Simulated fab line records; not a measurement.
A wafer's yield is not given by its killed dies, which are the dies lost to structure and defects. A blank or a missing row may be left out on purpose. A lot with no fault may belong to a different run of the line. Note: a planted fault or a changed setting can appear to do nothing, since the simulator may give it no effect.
Problem report in the 8D (eight disciplines) form, filled by code ; flow sky130 ; the parts of the form that need people (team, actions taken, sign-off) are left out

1. THE ISSUE
spin speed rpm at SKY_RES_XHIGH_COAT_02 reads a mean of 3065.2 rpm on 6 wafers of 2 lots; wafers without a fault read 3000.5 rpm with a standard deviation of 1.9. Measured from the usual mean, that is +34 standard deviations.
The step: resist thk 1140 nm.
Seen first at day 28 20:13 on litho track-02, wafer L175.1. At this step, 36 wafers from 12 lots have a number in the record. Rule for "out" (also "out of limits"): further than 4 standard deviations from the usual mean. The rest of the wafers with a number are treated as sound.

2. WHAT IT IS, WHAT IT ISN'T
question;is;is not
which readings at this step;spin speed rpm;-
which lots;L175, L177;L168, L182, L184, L185, L186, L187, L188, L189, L190, L191
which wafers of those lots;all that have a number;-
read on which tools;litho track-02;litho track-03, litho track-04
when;from day 28 20:13;"up to then (3 sound wafers); but 27 sound wafers of L182, L184, L185, L186, L187, L188, L189, L190, L191 came after"

3. SUSPECTS, AND WHAT RULES EACH OUT
Counting: a tool at a process step up to the reading stays a suspect if it ran every lot that is out and no sound lot after the first of them.
- litho track-02 at SKY_RES_XHIGH_COAT_02 (resist thk 1140 nm): ruled out as a lasting fault. Sound lots L185 ran on it after its first lot that is out, L175 (day 28 20:13).
Left after counting: nothing in the record.

4. THE CAUSE (what the simulator had put in)
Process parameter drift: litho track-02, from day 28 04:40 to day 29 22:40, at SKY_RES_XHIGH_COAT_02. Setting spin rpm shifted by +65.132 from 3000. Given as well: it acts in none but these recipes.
Counting ruled it out, wrongly.

5. THE CHAIN OF EFFECTS, in route order
Rows list readings where the struck wafers' mean (over those with a number) sits beyond 3 standard deviations from the usual. Only readings for which the record gives a usual standard deviation are gone through. hours: the time from each lot's start at the first step in this table that gives one to its start at this step, as a median over the lots. sigmas: the change in usual standard deviations.
hours;step;reading;usual;on struck wafers;change;sigmas
0;SKY_RES_XHIGH_COAT_02;spin speed rpm;3000.5 rpm;3065.2;+64.7;+34
14;SKY_RES_XHIGH_STRIP_08;strip time to endpoint s;14.28 s;14.15;-0.13;-3.4
It contains these process steps:
- SKY_RES_XHIGH_COAT_02: resist thk 1140 nm.
- SKY_RES_XHIGH_STRIP_08: strips in O2/N2.
At these later measuring or inspecting steps, every struck wafer for which the step has a row has a number for every such reading, and none has moved that far: SKY_RES_XHIGH_TW_MEAS_09.

6. WHAT WOULD HAVE CAUGHT IT SOONER
16 hours passed between the start of the fault at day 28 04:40 and the first reading out of limits in this record, taken at day 28 20:13.
